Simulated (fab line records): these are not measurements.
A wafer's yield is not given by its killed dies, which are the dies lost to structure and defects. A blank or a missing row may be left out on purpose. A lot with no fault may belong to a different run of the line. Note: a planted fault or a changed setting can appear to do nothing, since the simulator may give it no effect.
Comparing a struck lot with a sound one ; flow sky130 ; 20 out of 708 route steps
Sound: the wafers L688.1, L688.3, L688.6. Struck: wafers L695.4, L695.5, L695.6. At the end, the cause is stated.
Order at every step that has rows: each side's tool, ch and its chambers, its first start. Under that, the readings that differ: sound wafers ; struck wafers ; difference of the means ; sigmas: that difference in standard deviations of wafers without a fault.
alike: words and numbers the same on both sides, and readings whose means are apart by under 2 such deviations; not compared: readings that were withheld, readings missing a value for some wafer, numbers with overlapping values and no deviation given by the record, and bounds like >300 which may hide the same value.
Wherever a step has rows on one side only, a row that says differs or no value, or a row with sigmas, the two part there. Non-overlapping numbers with no deviation appear without sigmas and do not part them. A reading that every wafer of one side lacks parts them only if that side has two wafers or more.

SKY_CAP2M_METAL_ETCH_13: etches TiN in Cl2/BCl3, stops on SiO2, target depth 220 nm, time 62.9 s.
  sound on rieMetal-02 ch 1, day 41 09:41; struck on rieMetal-02 ch 0,1, day 43 14:04
  alike: drypumpMotorCurrentA, oesProductAu, throttleValvePct
  not compared: rfHoursCounterH
SKY_CAP2M_STRIP_14: strips in O2/N2.
  sound on plasmaAsher-03 ch 0,1, day 41 09:46; struck on plasmaAsher-04 ch 0,1, day 43 14:10
  alike: drypumpMotorCurrentA, oesProductAu, stripTimeToEndpointS
  not compared: rfHoursCounterH
then, 10 steps without rows for these wafers: SKY_CAP2M_STRIP_15 (strips in post etch residue remover, time 1200 s); SKY_CAP2M_CLEAN_16 (cleans in IPA, time 180 s); SKY_CAP2M_CLEAN_17 (cleans in O3/DIW); SKY_METAL4_DEHYDRATE_05 (time 60 s); SKY_METAL4_HMDS_06 (prime time 60 s); SKY_METAL4_COAT_07 (resist thk 60 nm); SKY_METAL4_COAT_08 (resist thk 1140 nm); SKY_METAL4_SOFTBAKE_09 (time 90 s); SKY_METAL4_EXPOSE_10 (exposes mask MM4, target cd 300 nm); SKY_METAL4_PEB_11.
SKY_METAL4_DEVELOP_12: develop time 60 s.
  sound on lithoTrack-02 ch 0, day 42 10:00; struck on lithoTrack-02 ch 0, day 44 13:00
  alike: chillPlateTempC, developerTempC, exhaustPa, resistLineTempC
SKY_METAL4_CD_MEAS_13 targets a cd of 300 nm.
  sound: cdSem-02 at day 42 10:15; struck: cdSem-01 at day 44 13:16
reading;sound;struck;difference;sigmas
cdNm (nm);301.5 300.7 300.6;304.3 304.5 304.9;+3.6;+2
SKY_METAL4_OVL_MEAS_14:
  sound: overlay-02 at day 42 10:22; struck: overlay-02 at day 44 13:20
  alike: METAL4_OVL
SKY_METAL4_DESCUM_15: chemistry O2, time 8 s.
  sound on rieMetal-04 ch 1, day 42 10:25; struck on rieMetal-04 ch 0,1, day 44 13:22
reading;sound;struck;difference;sigmas
model.METAL4.cdNm (nm);301 300.3 300.4;304.9 304 304.9;+4.0;
  alike: drypumpMotorCurrentA, oesProductAu
  not compared: rfHoursCounterH
SKY_METAL4_ETCH_16: etches BARC in N2/H2, stops on SiO2, time 88.2 s, target depth 60 nm.
  sound on rieMetal-04 ch 1, day 42 10:26; struck on rieMetal-04 ch 0,1, day 44 13:25
  alike: drypumpMotorCurrentA, oesProductAu, throttleValvePct
  not compared: rfHoursCounterH
SKY_METAL4_ETCH_17: etches SiO2 in C4F8/O2/Ar, stops on TiN, time 3.9 s, target depth 15 nm.
  sound on rieDiel-03 ch 0,2, day 42 10:32; struck on rieDiel-03 ch 0,1,2, day 44 13:29
reading;sound;struck;difference;sigmas
model.METAL4.cdNm (nm);297.9 296.5 297.1;304.1 303.8 303.1;+6.5;
  alike: oesProductAu
SKY_METAL4_METAL_ETCH_18: etches the open film in Cl2/BCl3, stops on SiO2, target depth 845 nm, time 183.1 s.
  sound on rieMetal-03 ch 0, day 42 10:34; struck on rieMetal-03 ch 0,1, day 44 13:34
  alike: drypumpMotorCurrentA, oesProductAu, throttleValvePct
  not compared: rfHoursCounterH
-- the record jumps here: 4 days lie between the struck wafers' starts before and after (it left off in module METAL4 and takes up again in module PAD_OPEN, whose first step shown is number 708 of the route) --
SKY_PAD_OPEN_PROBE_99:
  sound: prober-01 at day 46 08:53; struck: prober-02 at day 48 07:01
  alike: defectLimitedYield, killed_at_M0_to_M3, killed_at_M4_up, killedAtContacts, killedAtFrontEnd, killedAtOther, killedDies, killedOnRim, killedOpen, killedShort, sort_bin_3_pad_short, sort_bin_5_function, sort_bin_6_memory, sortNPass, sortYieldPct

WHERE THEY PART
Within this record, at SKY_METAL4_CD_MEAS_13 only. Later steps at which nothing parts them and some readings are alike: SKY_METAL4_OVL_MEAS_14, SKY_METAL4_DESCUM_15, SKY_METAL4_ETCH_16, SKY_METAL4_ETCH_17, SKY_METAL4_METAL_ETCH_18, SKY_PAD_OPEN_PROBE_99.

WHY: whatever the simulator had introduced
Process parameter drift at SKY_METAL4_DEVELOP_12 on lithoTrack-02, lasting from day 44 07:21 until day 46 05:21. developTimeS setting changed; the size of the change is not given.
